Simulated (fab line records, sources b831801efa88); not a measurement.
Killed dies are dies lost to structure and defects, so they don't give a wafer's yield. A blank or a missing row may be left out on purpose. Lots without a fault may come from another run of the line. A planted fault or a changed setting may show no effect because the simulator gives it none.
fab line records | flow sky130
record lots=12 wafers=36 last_day=50
route steps=708 shown VT_ADJUST_PCH@150 GATE_OXIDE@200 POLY_GATE@205 PAD_OPEN@708
lots that met no fault: from a run of the same line without faults
start_h: hours from the record's first day to the start of the lot's first wafer shown | wait_h: hours since the lot's step before | " the same as in the row above | L1.1+2: a row that stands for several wafers | - no value, or no start given | * or withheld: withheld | < > ~ a bound
route shown NAME@n: a module of which the file shows steps, and the number in the route of the first | usual: mean/standard deviation of fault-free wafers | same: alike in all rows | chamber/n: place in a boat | sites: the reading at each site | _std_site: their standard deviation | _edge_site: outer sites' mean less inner sites' | radius_mm: how far each site lies from the wafer's centre | mask NAME#n: copy n | behind: the tool/chamber that last shaped the wafer | hold: why the lot was held/for how many hours/how that ended | device: the transistor (n, p or np) that didn't switch | end of line: the same wafers' tests at the end of the route | a step without rows: its recipe alone | killed: dies lost to structure and defects at the first sort, not the wafer's yield | map: a wafer's dies, x killed, . not, _ none there
set.NAME: the setting as run; set.NAME@STEP: as run at that earlier step | model.NAME: the simulator's own value behind a step, which no gauge read
steps of the route over a sample of lots; a table a step, a row a wafer
services: from which hour (start_h, from the record's first day; less than 0 if before it) a tool's chamber was out of use, for how many hours, and why
## steps
# step SKY_VT_ADJUST_PCH_OVL_MEAS_07
# usual VT_ADJUST_PCH_OVL=0.1/1.3
# columns lot.wafer tool chamber start_h wait_h VT_ADJUST_PCH_OVL[nm]
L959.1 overlay-01 - 229.26 - -2.2
L959.2 " - " " -2.1
L959.6 " - " " -1.0
L960.1 overlay-02 - 230.88 - -0.5
L960.2 " - " " -0.4
L960.6 " - " " 0.0
L961.1 overlay-02 - 234.78 - 0.0
L961.3 " - " " -0.4
L961.5 " - " " 0.7
L962.2 overlay-02 - 239.96 - 0.7
L962.4 " - " " 0.9
L962.5 " - " " 1.1
L965.1 overlay-01 - 264.86 - 1.4
L965.4 " - " " 0.3
L965.6 " - " " 2.1
L966.2 overlay-01 - 272.01 - 0.4
L966.4 " - " " -0.3
L966.5 " - " " 0.6
L975.4 overlay-01 - 345.32 - -1.0
L975.5 " - " " 0.4
L975.6 " - " " 0.6
L976.2 overlay-02 - 349.13 - -1.6
L976.3 " - " " -1.2
L976.6 " - " " 0.6
L978.1 overlay-02 - 365.07 - 0.5
L978.4 " - " " -1.9
L978.5 " - " " -2.1
L980.1 overlay-01 - 375.51 - 1.1
L980.5 " - " " -0.9
L980.6 " - " " 0.0
L981.2 overlay-02 - 384.51 - 0.0
L981.4 " - " " -1.4
L981.6 " - " " 1.0
L982.3 overlay-02 - 417.03 - -0.6
L982.4 " - " " -1.7
L982.5 " - " " 1.4
# step SKY_GATE_OXIDE_STRIP_13
# recipe chemistry=O2/N2 power_w=1400 pressure_mtorr=1500 platen_temp_c=withheld o2_flow_sccm=3000 n2_flow_sccm=300 overash_fraction=0.5
# usual drypump_motor_current_A=5.81/0.22 oes_product_au=0.715/0.004 strip_time_to_endpoint_s=14.17/0.038
# columns lot.wafer tool chamber start_h wait_h drypump_motor_current_A oes_product_au rf_hours_counter_h strip_time_to_endpoint_s
L960.1 plasma_asher-02 1 317.64 0.0 5.45 0.714 64 14.15
L960.2 " 0 " " 6.08 0.709 64 14.24
L960.6 " 1 " " 5.48 0.716 - 14.17
L959.1 plasma_asher-04 0 317.76 0.0 5.62 0.709 63 14.14
L959.2 " 1 " " 5.70 0.711 63 14.15
L959.6 " 0 " " 5.63 0.724 - 14.12
L961.1 plasma_asher-02 1 318.84 0.0 5.49 0.718 64 14.20
L961.3 " 1 " " 5.49 0.716 - 14.24
L961.5 " 0 " " 6.07 0.721 - 14.25
L962.2 plasma_asher-02 1 328.31 0.0 5.48 0.712 65 14.11
L962.4 " 0 " " 6.09 0.720 - 14.17
L962.5 " 0 " " 6.09 0.716 - 14.18
L965.1 plasma_asher-02 0 348.66 0.0 6.08 0.715 68 14.20
L965.4 " 1 " " 5.46 0.714 - 14.18
L965.6 " 1 " " 5.48 0.718 - 14.15
L966.2 plasma_asher-02 1 358.74 0.0 5.54 0.912 69 -
L966.4 " 0 " " 6.13 0.979 - -
L966.5 " 0 " " 6.12 0.911 - -
L975.4 plasma_asher-01 1 438.56 0.0 5.76 0.718 - 14.19
L975.5 " 1 " " 5.74 0.717 - 14.19
L975.6 " 0 " " 6.01 0.719 - 14.16
L976.2 plasma_asher-04 1 450.00 0.0 5.71 0.713 76 14.18
L976.3 " 1 " " 5.72 0.716 - 14.16
L976.6 " 1 " " 5.70 0.716 - 14.21
L978.1 plasma_asher-01 0 468.21 0.0 6.00 0.721 64 14.17
L978.4 " 1 " " 5.74 0.708 - 14.14
L978.5 " 0 " " 5.97 0.713 - 14.14
L980.1 plasma_asher-01 0 477.44 0.0 5.98 0.718 65 14.27
L980.5 " 1 " " 5.75 0.720 - 14.22
L980.6 " 0 " " 5.98 0.715 - 14.25
L981.2 plasma_asher-01 0 493.12 0.0 6.00 0.723 67 14.21
L981.4 " 0 " " 6.01 0.715 - 14.23
L981.6 " 0 " " 6.00 0.712 - 14.23
L982.3 plasma_asher-01 0 514.53 0.0 6.00 0.709 - 14.23
L982.4 " 1 " " 5.74 0.710 - 14.24
L982.5 " 0 " " 6.01 0.717 - 14.22
# step SKY_POLY_GATE_THK_MEAS_01
# recipe reads=poly-Si_of_POLY_GATE_CVD_00
# usual POLY_GATE_CVD_00_THK=180.8/1.6
# columns lot.wafer tool chamber start_h wait_h POLY_GATE_CVD_00_THK[nm]
L959.1 film_metro-01 - 321.74 0.0 180.6
L959.2 " - " " 180.4
L959.6 " - " " 179.6
L960.1 film_metro-03 - 321.74 0.0 181.0
L960.2 " - " " 178.8
L960.6 " - " " 181.0
L961.1 film_metro-01 - 322.94 0.0 181.9
L961.3 " - " " 182.1
L961.5 " - " " 181.7
L962.2 film_metro-03 - 332.44 0.0 183.2
L962.4 " - " " 182.9
L962.5 " - " " 183.9
L965.1 film_metro-01 - 352.27 0.0 182.7
L965.4 " - " " 181.6
L965.6 " - " " 182.2
L975.4 film_metro-03 - 444.82 0.0 180.9
L975.5 " - " " 180.1
L975.6 " - " " 182.4
L976.2 film_metro-01 - 454.86 0.0 184.7
L976.3 " - " " 181.4
L976.6 " - " " 183.9
L978.1 film_metro-01 - 471.15 0.0 177.9
L978.4 " - " " 178.2
L978.5 " - " " 177.8
L980.1 film_metro-02 - 480.39 0.0 179.6
L980.5 " - " " 179.3
L980.6 " - " " 179.7
L981.2 film_metro-03 - 496.08 0.0 180.8
L981.4 " - " " 181.2
L981.6 " - " " 181.6
L982.3 film_metro-03 - 517.46 0.0 183.3
L982.4 " - " " 182.6
L982.5 " - " " 182.6
# step SKY_POLY_GATE_ETCH_15
# recipe chemistry=N2/H2 target=BARC ion_energy_ev=200 source_w=500 bias_w=100 pressure_mtorr=30 n2_flow_sccm=100 h2_flow_sccm=200 stop_on=SiO2 time_s=118.5 target_depth_a=1100
# usual drypump_motor_current_A=5.78/0.29 oes_product_au=0.715/0.0048 throttle_valve_pct=13.213/0.008
# same time_s=118.5
# columns lot.wafer tool chamber start_h wait_h drypump_motor_current_A oes_product_au rf_hours_counter_h throttle_valve_pct
L959.1 rie_diel-03 0 378.48 0.0 5.87 0.716 92 13.236
L959.2 " 2 " " 5.42 0.724 7 13.221
L959.6 " 1 " " 5.99 0.715 - 13.210
L960.1 rie_diel-01 2 378.52 0.0 6.06 0.719 9 13.203
L960.2 " 1 " " 5.74 0.709 6 13.205
L960.6 " 2 " " 6.08 0.711 - 13.206
L961.1 rie_diel-03 0 380.33 0.0 5.85 0.716 92 13.210
L961.3 " 2 " " 5.42 0.720 7 13.195
L961.5 " 2 " " 5.42 0.720 - 13.207
L962.2 rie_diel-03 1 389.87 0.0 6.03 0.721 24 13.216
L962.4 " 0 " " 5.89 0.711 93 13.198
L962.5 " 1 " " 6.02 0.723 - 13.213
L965.1 rie_diel-02 3 412.62 0.0 5.16 0.702 24 13.207
L965.4 " 0 " " 5.78 0.713 20 13.207
L965.6 " 1 " " 5.94 0.717 - 13.203
L975.4 rie_diel-02 2 509.07 0.0 5.46 0.712 89 13.230
L975.5 " 3 " " 5.14 0.705 - 13.230
L975.6 " 0 " " 5.76 0.709 - 13.210
L976.2 rie_diel-03 2 517.72 0.0 5.43 0.710 10 13.211
L976.3 " 3 " " 5.59 0.719 74 13.221
L976.6 " 2 " " 5.41 0.718 - 13.223
L978.1 rie_diel-01 3 533.13 0.0 5.98 0.720 14 13.213
L978.4 " 1 " " 5.74 0.717 9 13.213
L978.5 " 3 " " 5.97 0.712 - 13.200
L980.1 rie_diel-03 1 545.93 0.0 5.99 0.717 27 13.206
L980.5 " 0 " " 5.84 0.712 - 13.223
L980.6 " 3 " " 5.62 0.713 - 13.217
L981.2 rie_diel-03 1 558.62 0.0 6.00 0.710 28 13.204
L981.4 " 0 " " 5.88 0.718 - 13.220
L981.6 " 2 " " 5.43 0.715 - 13.214
L982.3 rie_diel-01 0 578.37 0.1 6.26 0.714 - 13.213
L982.4 " 3 " " 5.97 0.716 - 13.213
L982.5 " 0 " " 6.26 0.724 - 13.194
# step SKY_PAD_OPEN_PROBE_99
# usual killed_at_M0_to_M3=43/7.1 killed_at_M4_up=3.0/1.9 killed_at_contacts=24/5 killed_at_front_end=15/4.3 killed_at_other=0.3/0.5 killed_dies=85/9.6 killed_on_rim=17/4.3 killed_open=46/7.1 killed_short=39/6.8
# same gross_dies=492 killed_at_back_side=0
# columns lot.wafer tool chamber start_h wait_h killed_at_M0_to_M3 killed_at_M4_up killed_at_contacts killed_at_front_end killed_at_other killed_dies killed_on_rim killed_open killed_short
L959.1 prober-02 - 1076.81 0.1 63 5 27 12 1 108 23 57 51
L959.2 prober-02 - 1076.86 0.1 41 3 24 14 0 82 16 44 38
L959.6 prober-02 - 1077.06 0.2 42 3 31 13 0 89 13 56 33
L960.1 prober-01 - 1077.92 0.1 47 1 25 19 0 92 23 53 39
L960.2 prober-01 - 1077.97 0.1 36 2 33 19 0 90 25 50 40
L960.6 prober-01 - 1078.17 0.2 42 1 24 14 0 81 19 48 33
L961.1 prober-02 - 1083.98 0.1 50 1 19 13 0 83 20 48 35
L961.3 prober-02 - 1084.08 0.2 44 0 29 17 0 90 22 50 40
L961.5 prober-02 - 1084.18 0.2 49 1 22 15 0 87 14 58 29
L962.2 prober-02 - 1094.72 0.1 49 3 30 11 0 93 20 52 41
L962.4 prober-02 - 1094.82 0.2 38 1 27 11 1 78 25 38 40
L962.5 prober-02 - 1094.87 0.2 35 2 24 10 0 71 16 44 27
L965.1 prober-02 - 1104.11 0.1 39 2 18 15 0 74 16 45 29
L965.4 prober-02 - 1104.26 0.2 28 0 32 10 0 70 17 33 37
L965.6 prober-02 - 1104.36 0.2 35 3 31 18 0 87 19 52 35
L966.2 prober-01 - 1119.37 0.1 44 3 28 417 0 492 96 63 37
L966.4 prober-01 - 1119.47 0.2 45 5 26 416 0 492 96 38 49
L966.5 prober-01 - 1119.52 0.2 51 2 21 418 0 492 96 50 46
L976.2 prober-01 - 1170.95 0.1 46 4 21 11 0 82 20 48 34
L976.3 prober-01 - 1171.00 0.2 27 4 23 12 0 66 12 32 34
L976.6 prober-01 - 1171.15 0.2 38 3 25 11 0 77 19 43 34
L975.4 prober-01 - 1172.64 0.2 40 1 21 11 0 73 8 48 25
L975.5 prober-01 - 1172.69 0.2 43 4 27 12 0 86 19 48 38
L975.6 prober-01 - 1172.74 0.2 31 3 27 15 0 76 17 36 40
L978.1 prober-02 - 1173.85 0.1 40 3 32 14 0 89 12 50 39
L978.4 prober-02 - 1174.00 0.2 51 3 26 14 0 94 16 45 49
L978.5 prober-02 - 1174.05 0.2 50 3 18 14 0 85 27 41 44
L980.1 prober-02 - 1185.48 0.1 32 6 29 19 1 87 19 40 47
L980.5 prober-02 - 1185.68 0.2 39 7 27 10 0 83 16 42 41
L980.6 prober-02 - 1185.73 0.2 41 2 25 11 0 79 19 41 38
L981.2 prober-01 - 1189.54 0.1 52 0 24 8 0 84 11 46 38
L981.4 prober-01 - 1189.64 0.2 36 4 31 20 0 91 19 49 42
L981.6 prober-01 - 1189.74 0.2 38 3 29 10 0 80 15 49 31
L982.3 prober-02 - 1198.83 0.2 39 2 23 11 0 75 14 40 35
L982.4 prober-02 - 1198.88 0.2 51 1 29 23 1 105 22 53 52
L982.5 prober-02 - 1198.93 0.2 45 5 26 17 1 94 24 44 50
# killed by level:class
L959.1 VIA1:geometric_particle:open=18 CONTACT:geometric_particle:open=10 VIA3:geometric_particle:open=9 CONTACT:geometric_particle:short=8 VIA1:geometric_particle:short=8 LI_CONTACT:geometric_particle:open=7 METAL1:geometric_particle:short=7 VIA2:geometric_particle:open=7
L959.2 VIA3:geometric_particle:open=9 METAL2:geometric_particle:short=8 LI_CONTACT:geometric_particle:open=8 VIA1:geometric_particle:open=7 CONTACT:geometric_particle:open=6 CONTACT:geometric_particle:short=6 POLY_GATE:geometric_particle:short=5 VIA2:geometric_particle:open=4
L959.6 CONTACT:geometric_particle:open=15 VIA1:geometric_particle:open=10 LI_CONTACT:geometric_particle:open=6 METAL2:geometric_particle:short=6 VIA3:geometric_particle:open=6 FIELD_ISO:geometric_particle:open=5 CONTACT:geometric_particle:short=5 POLY_GATE:geometric_particle:open=4
L960.1 CONTACT:geometric_particle:open=12 VIA1:geometric_particle:open=10 VIA3:geometric_particle:open=8 LI_CONTACT:geometric_particle:open=7 METAL2:geometric_particle:short=7 FIELD_ISO:geometric_particle:open=6 VIA2:geometric_particle:open=6 POLY_GATE:geometric_particle:short=5
L960.2 LI_CONTACT:geometric_particle:open=12 CONTACT:geometric_particle:open=8 VIA3:geometric_particle:open=8 VIA1:geometric_particle:short=7 VIA1:geometric_particle:open=6 FIELD_ISO:geometric_particle:open=5 POLY_GATE:geometric_particle:short=5 CONTACT:geometric_particle:short=5
L960.6 VIA1:geometric_particle:open=14 CONTACT:geometric_particle:open=10 CONTACT:geometric_particle:short=6 VIA3:geometric_particle:open=5 POLY_GATE:geometric_particle:short=4 METAL1:geometric_particle:short=4 VIA1:geometric_particle:short=4 VIA2:geometric_particle:open=4
L961.1 VIA1:geometric_particle:open=15 VIA3:geometric_particle:open=9 CONTACT:geometric_particle:short=7 VIA1:geometric_particle:short=7 CONTACT:geometric_particle:open=5 LI_CONTACT:geometric_particle:open=4 METAL3:geometric_particle:short=4 FIELD_ISO:geometric_particle:open=3
L961.3 CONTACT:geometric_particle:open=8 VIA1:geometric_particle:open=8 CONTACT:geometric_particle:short=7 VIA1:geometric_particle:short=7 FIELD_ISO:geometric_particle:open=6 LI_CONTACT:geometric_particle:open=6 LOCAL_INTERCONNECT:geometric_particle:short=6 METAL1:geometric_particle:short=6
L961.5 VIA1:geometric_particle:open=14 CONTACT:geometric_particle:open=10 VIA1:geometric_particle:short=10 LI_CONTACT:geometric_particle:open=8 VIA3:geometric_particle:open=7 VIA2:geometric_particle:open=6 POLY_GATE:geometric_particle:short=4 METAL2:geometric_particle:short=4
L962.2 VIA1:geometric_particle:open=13 LI_CONTACT:geometric_particle:open=12 VIA2:geometric_particle:open=9 CONTACT:geometric_particle:open=7 VIA1:geometric_particle:short=7 LOCAL_INTERCONNECT:geometric_particle:short=6 FIELD_ISO:geometric_particle:short=5 METAL1:geometric_particle:short=4
L962.4 VIA1:geometric_particle:open=10 LI_CONTACT:geometric_particle:open=7 CONTACT:geometric_particle:open=7 LI_CONTACT:geometric_particle:short=5 VIA3:geometric_particle:short=5 METAL1:geometric_particle:short=4 LOCAL_INTERCONNECT:geometric_particle:short=4 VIA2:geometric_particle:open=4
L962.5 CONTACT:geometric_particle:open=11 VIA1:geometric_particle:open=8 VIA3:geometric_particle:open=4 LI_CONTACT:geometric_particle:open=4 LOCAL_INTERCONNECT:geometric_particle:short=4 METAL1:geometric_particle:short=4 VIA2:geometric_particle:open=4 METAL3:geometric_particle:short=4
L965.1 VIA2:geometric_particle:open=8 LI_CONTACT:geometric_particle:open=7 CONTACT:geometric_particle:open=7 VIA1:geometric_particle:open=7 POLY_GATE:geometric_particle:open=5 VIA1:geometric_particle:short=5 METAL1:geometric_particle:short=5 VIA3:geometric_particle:open=5
L965.4 CONTACT:geometric_particle:open=11 CONTACT:geometric_particle:short=8 LI_CONTACT:geometric_particle:open=7 METAL1:geometric_particle:short=6 VIA1:geometric_particle:short=5 LOCAL_INTERCONNECT:geometric_particle:short=4 VIA3:geometric_particle:open=4 VIA3:geometric_particle:short=4
L965.6 CONTACT:geometric_particle:open=13 VIA1:geometric_particle:open=9 LI_CONTACT:geometric_particle:open=9 METAL2:geometric_particle:short=7 SPACER:geometric_particle:open=6 VIA1:geometric_particle:short=5 POLY_GATE:geometric_particle:short=4 CONTACT:geometric_particle:short=4
L966.2 GATE_OXIDE:area_oxidation=392 CONTACT:geometric_particle:open=13 VIA2:geometric_particle:open=9 VIA1:geometric_particle:open=9 POLY_GATE:geometric_particle:open=8 FIELD_ISO:geometric_particle:open=6 LI_CONTACT:geometric_particle:open=6 METAL2:geometric_particle:short=6
L966.4 GATE_OXIDE:area_oxidation=405 CONTACT:geometric_particle:open=9 METAL1:geometric_particle:short=8 VIA3:geometric_particle:open=8 VIA1:geometric_particle:open=7 LOCAL_INTERCONNECT:geometric_particle:short=6 VIA2:geometric_particle:open=5 FIELD_ISO:geometric_particle:short=4
L966.5 GATE_OXIDE:area_oxidation=396 LI_CONTACT:geometric_particle:open=10 VIA1:geometric_particle:open=9 VIA2:geometric_particle:open=9 METAL1:geometric_particle:short=8 FIELD_ISO:geometric_particle:open=6 METAL2:geometric_particle:short=6 LOCAL_INTERCONNECT:geometric_particle:short=6
L976.2 VIA1:geometric_particle:open=10 VIA3:geometric_particle:open=10 CONTACT:geometric_particle:open=9 METAL1:geometric_particle:short=9 VIA2:geometric_particle:open=6 LI_CONTACT:geometric_particle:open=4 CONTACT:geometric_particle:short=4 METAL2:geometric_particle:short=4
L976.3 LI_CONTACT:geometric_particle:open=7 CONTACT:geometric_particle:open=7 CONTACT:geometric_particle:short=5 VIA1:geometric_particle:short=5 VIA1:geometric_particle:open=5 FIELD_ISO:geometric_particle:short=4 METAL1:geometric_particle:short=4 VIA3:geometric_particle:open=4
L976.6 VIA1:geometric_particle:open=13 CONTACT:geometric_particle:open=9 VIA3:geometric_particle:open=7 LI_CONTACT:geometric_particle:open=6 METAL1:geometric_particle:short=6 CONTACT:geometric_particle:short=5 POLY_GATE:geometric_particle:open=4 POLY_GATE:geometric_particle:short=4
L975.4 VIA1:geometric_particle:open=10 CONTACT:geometric_particle:open=7 VIA3:geometric_particle:open=7 FIELD_ISO:geometric_particle:open=6 LI_CONTACT:geometric_particle:open=5 LOCAL_INTERCONNECT:geometric_particle:short=4 CONTACT:geometric_particle:short=4 METAL1:geometric_particle:open=4
L975.5 VIA2:geometric_particle:open=11 LI_CONTACT:geometric_particle:open=8 VIA1:geometric_particle:open=8 CONTACT:geometric_particle:open=7 METAL2:geometric_particle:short=6 CONTACT:geometric_particle:short=5 FIELD_ISO:geometric_particle:open=4 POLY_GATE:geometric_particle:short=4
L975.6 CONTACT:geometric_particle:open=11 METAL2:geometric_particle:short=6 LOCAL_INTERCONNECT:geometric_particle:short=5 VIA1:geometric_particle:open=5 FIELD_ISO:geometric_particle:open=4 LI_CONTACT:geometric_particle:open=4 CONTACT:geometric_particle:short=4 METAL1:geometric_particle:short=4
L978.1 VIA1:geometric_particle:open=14 CONTACT:geometric_particle:open=11 VIA2:geometric_particle:open=9 LOCAL_INTERCONNECT:geometric_particle:short=8 LI_CONTACT:geometric_particle:open=6 LI_CONTACT:geometric_particle:short=6 POLY_GATE:geometric_particle:open=5 METAL2:geometric_particle:short=5
L978.4 VIA1:geometric_particle:open=11 VIA1:geometric_particle:short=9 LOCAL_INTERCONNECT:geometric_particle:short=8 LI_CONTACT:geometric_particle:open=7 VIA2:geometric_particle:open=7 CONTACT:geometric_particle:open=6 VIA2:geometric_particle:short=6 POLY_GATE:geometric_particle:short=5
L978.5 METAL1:geometric_particle:short=7 VIA1:geometric_particle:short=7 VIA3:geometric_particle:open=7 FIELD_ISO:geometric_particle:short=6 VIA1:geometric_particle:open=6 METAL2:geometric_particle:short=6 VIA2:geometric_particle:open=5 LI_CONTACT:geometric_particle:open=5
L980.1 FIELD_ISO:geometric_particle:short=9 CONTACT:geometric_particle:short=9 CONTACT:geometric_particle:open=7 VIA3:geometric_particle:open=6 VIA1:geometric_particle:open=6 LI_CONTACT:geometric_particle:open=5 LOCAL_INTERCONNECT:geometric_particle:short=5 VIA3:geometric_particle:short=5
L980.5 CONTACT:geometric_particle:short=11 CONTACT:geometric_particle:open=9 VIA1:geometric_particle:open=9 FIELD_ISO:geometric_particle:open=5 VIA1:geometric_particle:short=5 VIA3:geometric_particle:open=5 LI_CONTACT:geometric_particle:open=4 METAL1:geometric_particle:short=4
L980.6 CONTACT:geometric_particle:open=9 METAL1:geometric_particle:short=8 VIA2:geometric_particle:open=7 CONTACT:geometric_particle:short=6 LI_CONTACT:geometric_particle:open=5 METAL3:geometric_particle:short=4 LOCAL_INTERCONNECT:geometric_particle:short=4 VIA1:geometric_particle:open=4
L981.2 VIA1:geometric_particle:open=17 CONTACT:geometric_particle:open=11 VIA1:geometric_particle:short=9 METAL1:geometric_particle:short=8 VIA2:geometric_particle:open=6 METAL2:geometric_particle:short=4 CONTACT:geometric_particle:short=3 VIA3:geometric_particle:open=3
L981.4 VIA1:geometric_particle:open=10 CONTACT:geometric_particle:short=9 LI_CONTACT:geometric_particle:open=8 CONTACT:geometric_particle:open=8 VIA3:geometric_particle:open=6 POLY_GATE:geometric_particle:short=6 POLY_GATE:geometric_particle:open=5 LOCAL_INTERCONNECT:geometric_particle:short=5
L981.6 VIA1:geometric_particle:open=14 CONTACT:geometric_particle:open=10 LI_CONTACT:geometric_particle:open=8 LOCAL_INTERCONNECT:geometric_particle:short=6 POLY_GATE:geometric_particle:short=5 METAL2:geometric_particle:short=5 VIA2:geometric_particle:open=5 METAL2:geometric_particle:open=4
L982.3 CONTACT:geometric_particle:open=11 METAL1:geometric_particle:short=10 VIA1:geometric_particle:open=6 LI_CONTACT:geometric_particle:open=5 VIA2:geometric_particle:open=5 CONTACT:geometric_particle:short=4 METAL2:geometric_particle:short=4 POLY_GATE:geometric_particle:open=3
L982.4 VIA2:geometric_particle:open=10 CONTACT:geometric_particle:short=9 LI_CONTACT:geometric_particle:open=9 VIA1:geometric_particle:open=9 FIELD_ISO:geometric_particle:short=8 CONTACT:geometric_particle:open=6 METAL1:geometric_particle:short=6 FIELD_ISO:geometric_particle:open=5
L982.5 VIA1:geometric_particle:open=11 CONTACT:geometric_particle:short=9 CONTACT:geometric_particle:open=8 METAL1:geometric_particle:short=8 VIA3:geometric_particle:open=7 POLY_GATE:geometric_particle:open=5 VIA2:geometric_particle:open=5 FIELD_ISO:geometric_particle:short=4
## services
# columns tool chamber start_h hours kind
rie_diel-01 0 299.32 4.2 repair
rie_diel-02 3 313.52 20.9 repair
rie_diel-02 0 315.48 2.3 repair
plasma_asher-01 - 321.18 0.5 repair
plasma_asher-04 - 331.88 2.0 repair
plasma_asher-04 - 339.27 4.0 repair
rie_diel-03 1 343.38 2.2 repair
rie_diel-01 - 345.49 1.6 repair
plasma_asher-04 - 346.81 2.8 pm
rie_diel-03 0 364.80 7.5 repair
rie_diel-01 3 374.34 7.1 repair
plasma_asher-02 - 421.33 9.0 pm
plasma_asher-01 - 452.02 1.7 repair
rie_diel-03 0 467.12 6.4 repair
plasma_asher-02 - 470.03 14.6 pm
rie_diel-01 0 474.56 3.8 repair
rie_diel-02 - 490.96 5.4 repair
rie_diel-02 2 514.20 4.4 repair
rie_diel-02 - 517.69 0.1 repair
rie_diel-03 - 536.04 0.6 repair
rie_diel-01 2 541.35 130.5 repair
rie_diel-03 3 547.73 13.9 repair
rie_diel-02 0 556.79 5.8 repair
rie_diel-01 1 573.41 9.7 repair
## key
first_sign step=SKY_GATE_OXIDE_STRIP_13 reading=oes_product_au direction=up sigmas=55 usual=0.715 struck=0.934
effect step=SKY_PAD_OPEN_PROBE_99 reading=killed_at_front_end direction=up sigmas=94 usual=15 struck=417
more_kills_born_at SKY_GATE_OXIDE_OXIDATION_16@furnace-01=1193
met_at SKY_GATE_OXIDE_STRIP_13
struck_lots L966
later_rows_left_out L966.2,L966.4,L966.5
tester_left_out L966
not_acting_at SKY_VT_ADJUST_PCH_OVL_MEAS_07,SKY_POLY_GATE_THK_MEAS_01,SKY_POLY_GATE_ETCH_15
onset_between 348.66 358.74
fault kind=strip_aborted tool=plasma_asher-02 chamber=- onset_h=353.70 steps=SKY_GATE_OXIDE_STRIP_13 offset=1 end_h=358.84
# tester_left_out: of these lots the tester's yield and bins aren't shown, on N5 and GAA mostly nor the transistor test; their killed dies are dies lost to structure and defects alone, not to doping, threshold or leakage, so they don't give the yield
# later_rows_left_out: the simulator's readings of these wafers behind a module that went badly wrong aren't trusted and aren't shown, but for the sort
